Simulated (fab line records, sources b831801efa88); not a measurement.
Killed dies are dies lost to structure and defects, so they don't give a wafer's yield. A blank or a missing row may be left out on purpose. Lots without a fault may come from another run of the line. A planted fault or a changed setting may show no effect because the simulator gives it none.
Which tool did it? | flow gf180mcu | 7 lots, 21 wafers sampled, at 1 step of a route of 602

WHAT THE GAUGES READ, wafer by wafer
GF_STI_THK_MEAS_04.
lot  | measured    | on            | STI_CVD_03_THK (nm)
L885 | day 1 19:04 | film_metro-02 | 203.6 202.8 205.4
L887 | day 2 04:34 | film_metro-01 | 205.9 205.3 206.9
L889 | day 2 14:42 | film_metro-02 | 207.1 206.9 205.8
L891 | day 3 04:34 | film_metro-02 | 206.9 205.4 205.0
L894 | day 3 15:34 | film_metro-03 | 205.4 205.0 205.5
L897 | day 4 07:31 | film_metro-01 | 208.0 205.5 206.5
L898 | day 4 20:39 | film_metro-02 | 203.6 202.0 202.6

WHICH TOOL RAN EACH LOT (tool, then ch and the chambers of the sampled wafers, then the start)
The record holds no process step before these readings.

THE ANSWER, worked out from the rows above alone
Rule: what is usual is taken from the lots themselves. Put in order of their means at a reading, lots are off if they are a third of the lots or fewer, leave a main group of 4 or more, and stand apart from it by a gap of 3 or more times the standard deviation of the main group's means; of several such gaps the widest counts. A main group whose means are all the same, to the digits that the tables above print for the reading, isn't used. A lot without any number at a reading at which 4 lots or more have one is off too. The other lots that the step has rows for count as sound.
No lot is off at any reading shown: from this, nothing can be told.

WHAT THE SIMULATOR HAD PUT IN
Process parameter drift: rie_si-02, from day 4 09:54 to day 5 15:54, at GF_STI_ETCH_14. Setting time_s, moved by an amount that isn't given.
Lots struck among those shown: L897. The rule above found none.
